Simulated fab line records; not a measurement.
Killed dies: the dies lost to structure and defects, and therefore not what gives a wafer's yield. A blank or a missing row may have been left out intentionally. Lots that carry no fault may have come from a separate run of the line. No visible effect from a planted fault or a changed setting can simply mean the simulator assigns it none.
fab line records | flow sky130
[record] lots = 7 | wafers = 21 | last-day = 50
route steps=708 shown VT_ADJUST_NCORE@125 VT_ADJUST_HVTR@131
lots that met no fault: from a run of the same line without faults
start-h: hours from the record's opening day to when the first of the lot's shown wafers began | wait-h: how many hours have passed since the lot's step before this one | " as in the row above | L1.1+2: a row that stands for several wafers | - value missing, or start not given | * or withheld: withheld | < > ~ a bound
route shown NAME@n: NAME is a module with steps in the file, n the number in the route of the first one | usual: mean/standard deviation taken from wafers without a fault | same: alike in all rows | chamber/n: place in a boat | sites: per-site readings | _std_site: standard deviation across them | _edge_site: inner sites' mean taken away from outer sites' mean | radius-mm: for every site, how far away it sits from the centre of the wafer | mask NAME#n: copy n | behind: tool/chamber where the wafer was last shaped | hold: reason for holding the lot/hours on hold/outcome of the hold | device: the transistor (n, p or np) that didn't switch | end of line: the tests these same wafers got at the end of their route | a step without rows: its recipe alone | killed: dies that structure and defects cost at the first sort, which is not the same as the wafer's yield | map: the dies of a wafer, with x for killed, . for not killed, _ for no die there
set.NAME: the run value of the setting; set.NAME@STEP: its run value at that earlier step | model.NAME: the simulator's own value behind a step, which no gauge read
certain route steps with their lots: each step a table, each wafer a row
services: a tool's chamber out of use, with start hour (start-h, from the record's first day; less than 0 if before it), hours out, and reason
[[steps]]
[step SKY_VT_ADJUST_NCORE_DEVELOP_06]
[recipe] resist = NOVOLAK | developer = TMAH | develop-time-s = 60 | dev-temp-c = 24.01
[step SKY_VT_ADJUST_NCORE_CD_MEAS_07]
[recipe] target-cd-nm = 380
[usual] cd-nm = 380.6/2.9
lot.wafer | tool      | chamber | start-h | wait-h | cd-nm
L246.3    | cd-sem-02 | -       | 198.78  | 0.1    | 377.9
L246.4    | "         | -       | "       | "      | 378.4
L246.6    | "         | -       | "       | "      | 378.4
L253.2    | cd-sem-02 | -       | 244.68  | 0.1    | 378.5
L253.5    | "         | -       | "       | "      | 378.8
L253.6    | "         | -       | "       | "      | 377.1
L255.1    | cd-sem-01 | -       | 265.46  | 0.1    | 379.0
L255.2    | "         | -       | "       | "      | 379.6
L255.4    | "         | -       | "       | "      | 377.7
L256.2    | cd-sem-02 | -       | 267.85  | 0.1    | 383.6
L256.3    | "         | -       | "       | "      | 383.3
L256.4    | "         | -       | "       | "      | 385.0
L257.1    | cd-sem-02 | -       | 273.49  | 0.1    | 383.8
L257.3    | "         | -       | "       | "      | 382.6
L257.4    | "         | -       | "       | "      | 380.8
L265.1    | cd-sem-01 | -       | 325.58  | 0.1    | 379.0
L265.3    | "         | -       | "       | "      | 379.5
L265.5    | "         | -       | "       | "      | 380.0
L267.2    | cd-sem-01 | -       | 346.86  | 0.1    | 383.2
L267.3    | "         | -       | "       | "      | 387.4
L267.6    | "         | -       | "       | "      | 381.8
[step SKY_VT_ADJUST_NCORE_OVL_MEAS_08]
[usual] VT_ADJUST_NCORE_OVL = 0.0/1.5
lot.wafer | tool       | chamber | start-h | wait-h | VT_ADJUST_NCORE_OVL[nm]
L246.3    | overlay-01 | -       | 198.87  | 0.1    | -0.8
L246.4    | "          | -       | "       | "      | -0.8
L246.6    | "          | -       | "       | "      | -0.4
L253.2    | overlay-01 | -       | 244.78  | 0.1    | 0.8
L253.5    | "          | -       | "       | "      | 0.8
L253.6    | "          | -       | "       | "      | 1.8
L255.1    | overlay-01 | -       | 265.58  | 0.1    | -2.5
L255.2    | "          | -       | "       | "      | -1.8
L255.4    | "          | -       | "       | "      | -0.4
L256.2    | overlay-01 | -       | 267.95  | 0.1    | -3.1
L256.3    | "          | -       | "       | "      | -2.7
L256.4    | "          | -       | "       | "      | -3.0
L257.1    | overlay-02 | -       | 273.61  | 0.1    | 3.3
L257.3    | "          | -       | "       | "      | 1.9
L257.4    | "          | -       | "       | "      | 0.9
L265.1    | overlay-01 | -       | 325.70  | 0.1    | -3.1
L265.3    | "          | -       | "       | "      | -1.2
L265.5    | "          | -       | "       | "      | -1.2
L267.2    | overlay-01 | -       | 346.97  | 0.1    | 2.1
L267.3    | "          | -       | "       | "      | 0.5
L267.6    | "          | -       | "       | "      | 0.4
[step SKY_VT_ADJUST_NCORE_IMPLANT_09]
[recipe] species = B | energy-kev = 10 | dose-cm2 = 2.4e+12 | tilt-deg = withheld
[step SKY_VT_ADJUST_NCORE_STRIP_10]
[recipe] chemistry = O2/N2 | power-w = 1400 | pressure-mtorr = 1500 | platen-temp-c = withheld | o2-flow-sccm = 3000 | n2-flow-sccm = 300 | overash-fraction = 0.5
[usual] drypump-motor-current-A = 5.9/0.4 | oes-product-au = 0.715/0.0049 | strip-time-to-endpoint-s = 14.16/0.041
lot.wafer | tool            | chamber | start-h | wait-h | drypump-motor-current-A | oes-product-au | rf-hours-counter-h | strip-time-to-endpoint-s
L246.3    | plasma-asher-04 | 0       | 199.08  | 0.1    | 5.4                     | 0.712          | -                  | 14.12
L246.4    | "               | 1       | "       | "      | 6.3                     | 0.714          | -                  | 14.08
L246.6    | "               | 1       | "       | "      | 6.3                     | 0.717          | -                  | 14.14
L253.2    | plasma-asher-02 | 0       | 244.96  | 0.1    | 6.0                     | 0.713          | 54                 | 14.20
L253.5    | "               | 1       | "       | "      | 6.0                     | 0.708          | -                  | 14.21
L253.6    | "               | 0       | "       | "      | 6.0                     | 0.718          | -                  | 14.19
L255.1    | plasma-asher-04 | 0       | 265.76  | 0.1    | 5.4                     | 0.722          | 59                 | 14.15
L255.2    | "               | 1       | "       | "      | 6.3                     | 0.718          | 59                 | 14.12
L255.4    | "               | 1       | "       | "      | 6.3                     | 0.713          | -                  | 14.15
L256.2    | plasma-asher-02 | 0       | 268.13  | 0.1    | 6.0                     | 0.713          | 56                 | 14.15
L256.3    | "               | 0       | "       | "      | 6.0                     | 0.710          | -                  | 14.20
L256.4    | "               | 1       | "       | "      | 6.0                     | 0.718          | -                  | 14.15
L257.1    | plasma-asher-04 | 0       | 273.80  | 0.1    | 5.4                     | 0.714          | 60                 | 14.17
L257.3    | "               | 0       | "       | "      | 5.4                     | 0.714          | -                  | 14.25
L257.4    | "               | 1       | "       | "      | 6.3                     | 0.716          | -                  | 14.15
L265.1    | plasma-asher-04 | 1       | 325.88  | 0.1    | 6.3                     | 0.714          | 65                 | 14.11
L265.3    | "               | 0       | "       | "      | 5.3                     | 0.715          | -                  | 14.13
L265.5    | "               | 1       | "       | "      | 6.3                     | 0.717          | -                  | 14.15
L267.2    | plasma-asher-01 | 0       | 347.15  | 0.1    | 6.1                     | 0.713          | 22                 | 14.16
L267.3    | "               | 0       | "       | "      | 6.1                     | 0.718          | -                  | 14.14
L267.6    | "               | 0       | "       | "      | 6.1                     | 0.715          | -                  | 14.15
[step SKY_VT_ADJUST_NCORE_TW_MEAS_11]
[usual] VT_ADJUST_NCORE_TW = 217.5/1.7
lot.wafer | tool          | chamber | start-h | wait-h | VT_ADJUST_NCORE_TW
L246.3    | film-metro-01 | -       | 199.17  | 0.1    | 220.3
L246.4    | "             | -       | "       | "      | 219.2
L246.6    | "             | -       | "       | "      | 220.3
L253.2    | film-metro-01 | -       | 245.07  | 0.1    | 217.7
L253.5    | "             | -       | "       | "      | 217.6
L253.6    | "             | -       | "       | "      | 219.5
L255.1    | film-metro-02 | -       | 265.86  | 0.1    | 215.3
L255.2    | "             | -       | "       | "      | 215.9
L255.4    | "             | -       | "       | "      | 215.9
L256.2    | film-metro-02 | -       | 268.24  | 0.1    | 216.1
L256.3    | "             | -       | "       | "      | 215.0
L256.4    | "             | -       | "       | "      | 215.9
L257.1    | film-metro-04 | -       | 273.90  | 0.1    | 218.1
L257.3    | "             | -       | "       | "      | 219.0
L257.4    | "             | -       | "       | "      | 217.9
L265.1    | film-metro-04 | -       | 325.98  | 0.1    | 217.6
L265.3    | "             | -       | "       | "      | 216.8
L265.5    | "             | -       | "       | "      | 216.9
L267.2    | film-metro-02 | -       | 347.26  | 0.1    | 217.0
L267.3    | "             | -       | "       | "      | 215.5
L267.6    | "             | -       | "       | "      | 216.6
[step SKY_VT_ADJUST_HVTR_DEHYDRATE_00]
[recipe] temp-c = 200 | time-s = 60
[step SKY_VT_ADJUST_HVTR_HMDS_01]
[recipe] prime-time-s = 60 | prime-temp-c = 120
[step SKY_VT_ADJUST_HVTR_COAT_02]
[recipe] resist = NOVOLAK | spin-rpm = 3000 | resist-thk-nm = 1140
[step SKY_VT_ADJUST_HVTR_SOFTBAKE_03]
[recipe] temp-c = 90 | time-s = 60 | resist = NOVOLAK
[step SKY_VT_ADJUST_HVTR_EXPOSE_04]
[recipe] mask-id = HVTRM | target-cd-nm = 380 | na = 0.6 | source-shape = conventional | sigma-outer = 0.6 | dose-mj = 150
[step SKY_VT_ADJUST_HVTR_PEB_05]
[recipe] temp-c = withheld | time-s = * | resist = NOVOLAK
[step SKY_VT_ADJUST_HVTR_DEVELOP_06]
[recipe] develop-time-s = 60 | dev-temp-c = 23
[usual] chill-plate-temp-C = 23.00/0.11 | develop-time-s = 60/0
lot.wafer | tool           | chamber | start-h | wait-h | chill-plate-temp-C | develop-time-s
L246.3    | litho-track-04 | 0       | 221.34  | 0.1    | 22.69              | 60
L246.4    | "              | 0       | "       | "      | 22.92              | 60
L246.6    | "              | 0       | "       | "      | 22.94              | 60
L253.2    | litho-track-01 | 0       | 267.95  | 0.1    | 23.14              | 60
L253.5    | "              | 0       | "       | "      | 23.07              | 60
L253.6    | "              | 0       | "       | "      | 23.24              | 60
L255.1    | litho-track-01 | -       | 288.87  | 0.1    | -                  | -
L255.2    | "              | -       | "       | "      | -                  | -
L255.4    | "              | -       | "       | "      | -                  | -
L256.2    | litho-track-04 | -       | 291.26  | 0.1    | -                  | -
L256.3    | "              | -       | "       | "      | -                  | -
L256.4    | "              | -       | "       | "      | -                  | -
L257.1    | litho-track-01 | -       | 297.82  | 0.1    | -                  | -
L257.3    | "              | -       | "       | "      | -                  | -
L257.4    | "              | -       | "       | "      | -                  | -
L265.1    | litho-track-04 | 0       | 352.69  | 0.1    | 23.16              | 60
L265.3    | "              | 0       | "       | "      | 22.88              | 60
L265.5    | "              | 0       | "       | "      | 23.11              | 60
L267.2    | litho-track-01 | 0       | 375.00  | 0.1    | 23.01              | 60
L267.3    | "              | 0       | "       | "      | 23.00              | 60
L267.6    | "              | 0       | "       | "      | 22.95              | 60
[step SKY_VT_ADJUST_HVTR_CD_MEAS_07]
[recipe] target-cd-nm = 380
[usual] cd-nm = 380.2/2.9
lot.wafer | tool      | chamber | start-h | wait-h | cd-nm
L246.3    | cd-sem-02 | -       | 221.48  | 0.1    | 379.3
L246.4    | "         | -       | "       | "      | 381.6
L246.6    | "         | -       | "       | "      | 379.3
L253.2    | cd-sem-01 | -       | 268.09  | 0.1    | 383.6
L253.5    | "         | -       | "       | "      | 383.2
L253.6    | "         | -       | "       | "      | 383.1
L255.1    | cd-sem-01 | -       | 289.02  | 0.1    | -
L255.2    | "         | -       | "       | "      | -
L255.4    | "         | -       | "       | "      | -
L256.2    | cd-sem-01 | -       | 291.41  | 0.1    | -
L256.3    | "         | -       | "       | "      | -
L256.4    | "         | -       | "       | "      | -
L257.1    | cd-sem-01 | -       | 297.97  | 0.1    | -
L257.3    | "         | -       | "       | "      | -
L257.4    | "         | -       | "       | "      | -
L265.1    | cd-sem-01 | -       | 352.84  | 0.1    | 379.3
L265.3    | "         | -       | "       | "      | 381.6
L265.5    | "         | -       | "       | "      | 377.6
L267.2    | cd-sem-02 | -       | 375.14  | 0.1    | 381.5
L267.3    | "         | -       | "       | "      | 384.2
L267.6    | "         | -       | "       | "      | 383.9
[[services]]
tool            | chamber | start-h | hours | kind
plasma-asher-02 | -       | 313.38  | 0.7   | repair
plasma-asher-04 | -       | 349.90  | 0.6   | repair
[[key]]
[first-sign] step = SKY_VT_ADJUST_HVTR_DEVELOP_06 | reading = tool-record | direction = missing
effect none on later readings
met-at SKY_VT_ADJUST_HVTR_DEVELOP_06
struck-wafers L255.1,L255.2,L255.4,L256.2,L256.3,L256.4,L257.1,L257.3,L257.4
sort-left-out L255.1,L255.2,L255.4,L256.2,L256.3,L256.4,L257.1,L257.3,L257.4
tester-left-out L255,L256,L257
onset-between 267.95 288.87
[fault] kind = skipped-step-whole | tool = litho-track-01,litho-track-04 | chamber = - | onset-h = 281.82 | steps = SKY_VT_ADJUST_HVTR_DEVELOP_06 | scope = struck-lots-only
// tester-left-out: of these lots the tester's yield and bins aren't shown, on N5 and GAA mostly nor the transistor test; their killed dies are dies lost to structure and defects alone, not to doping, threshold or leakage, so they don't give the yield
// sort-left-out: the simulated sort isn't trusted on such a fault, so these wafers' sort isn't shown, and their yield isn't known
